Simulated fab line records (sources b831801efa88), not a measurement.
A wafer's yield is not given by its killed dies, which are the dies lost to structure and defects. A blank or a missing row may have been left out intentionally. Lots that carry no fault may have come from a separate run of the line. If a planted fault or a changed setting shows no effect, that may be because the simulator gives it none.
A struck lot beside a sound one | flow gf180mcu | 14 steps out of a route of 602
Sound: the wafers L737.1, L737.2, L737.4. Wafers L743.2, L743.3, L743.5 were the ones struck. Last of all comes the cause.
Each step with rows lists, per side, the tool, then ch with its chambers, then its first start. Under that, the readings that differ: sound wafers | struck wafers | difference of the means | sigmas: that difference in standard deviations of wafers without a fault.
alike: readings with means less than 2 such deviations apart, plus words and numbers identical on both sides. not compared: withheld readings, readings lacking a value on some wafer, bounds such as >300 that could conceal the same value, and numbers that have no deviation in the record and whose values overlap.
The two part at a step that has a row with sigmas, a row that says differs or no value, or rows on one side only. Numbers that have no deviation but don't overlap get no sigmas and don't part them. Lack of a reading on every wafer of one side parts them only where that side has two or more wafers.

first, 8 steps without rows for these wafers: GF_V1_DEHYDRATE_06 (time 60 s); GF_V1_HMDS_07 (prime time 60 s); GF_V1_COAT_08; GF_V1_COAT_09 (resist thk 1000 nm); GF_V1_SOFTBAKE_10 (time 60 s); GF_V1_EXPOSE_11 (exposes mask Via1, target cd 260 nm); GF_V1_PEB_12 (peb time 90 s); GF_V1_DEVELOP_13 (develop time 60 s).
GF_V1_CD_MEAS_14: target cd 260 nm.
  sound on cdSem-02, day 18 07:47; struck on cdSem-01, day 20 22:00
  alike: cdNm
GF_V1_OVL_MEAS_15:
  sound on overlay-01, day 18 07:54; struck on overlay-02, day 20 22:07
  alike: V1_OVL
GF_V1_ETCH_16: etches BARC in N2/H2.
  sound on rieDiel-03 ch 0,2,3, day 18 07:56; struck on rieDiel-01 ch 1,3, day 20 22:08
  alike: drypumpMotorCurrentA, oesProductAu, throttleValvePct
GF_V1_ETCH_17: etches SiO2 in C4F8/O2/Ar, stops on TiN, target depth 630 nm.
  sound: rieDiel-03 ch 0,2,3; struck: rieDiel-01 ch 1,3
  alike: oesProductAu
GF_V1_STRIP_18: strips in O2/N2.
  sound on plasmaAsher-03 ch 0,1, day 18 08:04; struck on plasmaAsher-03 ch 1, day 20 22:16
  no value came back on the struck wafers for chamberPressureMTorr (mTorr), drypumpMotorCurrentA (A), heaterPowerW (W), oesProductAu (a.u.); on the sound wafers chamberPressureMTorr (mTorr) reads 1499.4 1499.4 1499.9
  not compared: rfHoursCounterH
then, 1 step without rows for these wafers: GF_V1_STRIP_19 (strips in post etch residue remover, time 1200 s).

== WHERE THEY PART ==
GF_V1_STRIP_18 only, going by this record.

WHY: whatever the simulator had introduced
At GF_V1_STRIP_18, the step was skipped entirely on plasmaAsher-03 from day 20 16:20 on. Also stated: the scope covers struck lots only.
